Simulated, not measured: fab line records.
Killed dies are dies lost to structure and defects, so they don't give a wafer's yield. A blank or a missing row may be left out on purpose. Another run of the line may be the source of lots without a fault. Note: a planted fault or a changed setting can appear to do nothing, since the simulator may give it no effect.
Which tool was responsible? ; flow gf180mcu ; 12 lots, 36 wafers sampled, at 3 steps of a route of 602

== WHAT THE GAUGES READ, wafer by wafer ==
GF_V5_BOW_MEAS_05.
lot;measured;on;V5_BOW (um)
L310;day 26 12:41;film metro-02;138 132 128
L311;day 26 18:38;film metro-04;128 137 122
L312;day 27 06:49;film metro-02;136 119 131
L318;day 29 00:31;film metro-02;138 146 143
L322;day 30 14:25;film metro-04;129 127 122
L323;day 30 21:38;film metro-02;132 138 141
L324;day 31 05:22;film metro-04;130 141 126
L325;day 31 09:56;film metro-04;133 122 133
L327;day 31 19:06;film metro-02;158 146 151
L329;day 32 08:24;film metro-04;120 127 123
L330;day 32 09:40;film metro-02;146 137 142
L331;day 32 15:02;film metro-01;120 115 118

GF_V5_OVL_MEAS_15.
lot;measured;on;V5_OVL (nm)
L310;day 27 09:26;overlay-02;11 5 -1
L311;day 27 14:40;overlay-01;6 2 4
L312;day 28 02:55;overlay-01;8 -1 7
L318;day 29 19:54;overlay-02;-3 -6 -1
L322;day 31 08:51;overlay-02;-9 -7 -7
L323;day 31 15:02;overlay-02;0 4 -7
L324;day 31 22:55;overlay-01;8 -1 2
L325;day 32 02:45;overlay-01;8 0 4
L327;day 32 12:07;overlay-02;-5 -5 -1
L329;day 33 01:06;overlay-02;4 6 10
L330;day 33 02:11;overlay-01;-5 7 -2
L331;day 33 07:20;overlay-01;-3 -6 5

== EACH LOT AND THE TOOL THAT RAN IT (in order: tool; ch and the chambers of the sampled wafers; start) ==
lot;GF_V5_COAT_09
L310;litho track-03 ch 0, day 26 22:00
L311;litho track-03 ch 0, day 27 04:00
L312;litho track-02 ch 0, day 27 16:00
L318;litho track-02 ch 0, day 29 09:00
L322;litho track-01 ch 0, day 30 23:00
L323;litho track-02 ch 0, day 31 05:00
L324;litho track-02 ch 0, day 31 14:00
L325;litho track-02 ch 0, day 31 18:00
L327;litho track-03 ch 0, day 32 03:00
L329;litho track-03 ch 0, day 32 16:00
L330;litho track-03 ch 0, day 32 17:00
L331;litho track-01 ch 0, day 32 22:00
- GF_V5_COAT_09: resist thk 1000 nm.

== AS READ BY THE TOOLS THEMSELVES (means over the sampled wafers that have a number; for cases with no such wafer, the mark the record gives instead) ==
The record holds no such reading with a usual standard deviation.

== THE ANSWER, worked out from the rows above alone ==
Rule: what is usual is taken from the lots themselves. Put in order of their means at a reading, lots are off if they are a third of the lots or fewer, leave a main group of 4 or more, and stand apart from it by a gap of 3 or more times the standard deviation of the main group's means; of several such gaps the widest counts. A main group whose means are all the same, to the digits that the tables above print for the reading, isn't used. A lot without any number at a reading at which 4 lots or more have one is off too. All remaining lots with rows at the step are treated as sound. After the gauges, taken in route order, come the tools' own readings; for these a lot's mean is taken, as printed above. The first step at which some lot is off is used, and at that step the reading that is off furthest; a lot without a number counts as furthest.
Across all readings shown, no lot is off: no conclusion can be drawn from this.

== WHAT HAD BEEN PUT IN BY THE SIMULATOR ==
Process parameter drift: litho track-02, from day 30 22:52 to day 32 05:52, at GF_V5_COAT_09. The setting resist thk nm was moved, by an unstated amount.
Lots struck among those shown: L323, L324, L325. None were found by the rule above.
